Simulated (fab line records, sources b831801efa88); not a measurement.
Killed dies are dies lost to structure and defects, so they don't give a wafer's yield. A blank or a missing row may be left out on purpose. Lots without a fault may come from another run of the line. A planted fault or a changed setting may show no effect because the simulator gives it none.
Chamber matching | flow gf180mcu | GF_V1_CVD_02 on pecvd-01: 3 sister chambers
The step deposits SiO2 from TEOS, target thk 850 nm, time 94.851 s. 18 wafers are shown with their chamber, then 9 later ones without.

WAFERS WITH THEIR CHAMBER
wafer  | chamber | heater_power_w (W)
L074.1 | 1       | 574
L074.2 | 0       | 728
L074.6 | 0       | 601
L081.3 | 2       | 656
L081.4 | 1       | 612
L081.5 | 0       | 718
L083.3 | 1       | 685
L083.4 | 0       | 745
L083.6 | 1       | 542
L084.2 | 0       | 691
L084.5 | 2       | 655
L084.6 | 1       | 629
L087.1 | 0       | 728
L087.2 | 2       | 670
L087.6 | 2       | 700
L090.1 | 1       | 556
L090.2 | 0       | 738
L090.3 | 2       | 687

SIGNATURES (means of the wafers above)
reading        | chamber 0 | chamber 1 | chamber 2 | scatter within a chamber
heater_power_w | 707.00    | 599.67    | 673.60    | 45.2
Rule: a wafer's distance from a chamber is the root of the sum, over the readings, of the square of ((its reading less the chamber's mean) divided by the reading's scatter). The wafer belongs to the nearest chamber; if the next one is less than 2 further off, it can't be placed. The scatter: the root of (the sum of the squares of (reading less its chamber's mean) over the shown wafers, divided by (wafers less chambers)).

WAFERS WITHOUT THEIR CHAMBER
wafer  | heater_power_w (W)
L091.2 | 604
L091.5 | 690
L091.6 | 575
L094.1 | 637
L094.2 | 694
L094.3 | 647
L096.2 | 689
L096.4 | 603
L096.5 | 652

WHICH CHAMBER EACH WENT THROUGH
wafer  | from the rows above          | in truth
L091.2 | can't be placed: 1 or 2      | 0
L091.5 | can't be placed: 2 or 0 or 1 | 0
L091.6 | can't be placed: 1 or 2      | 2
L094.1 | can't be placed: 2 or 1 or 0 | 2
L094.2 | can't be placed: 0 or 2 or 1 | 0
L094.3 | can't be placed: 2 or 1 or 0 | 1
L096.2 | can't be placed: 2 or 0 or 1 | 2
L096.4 | can't be placed: 1 or 2      | 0
L096.5 | can't be placed: 2 or 1 or 0 | 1
Placed correctly: 0 of 9. Can't be placed from these rows: 9 (the true chamber is among the candidates in 7). Placed wrongly: 0.
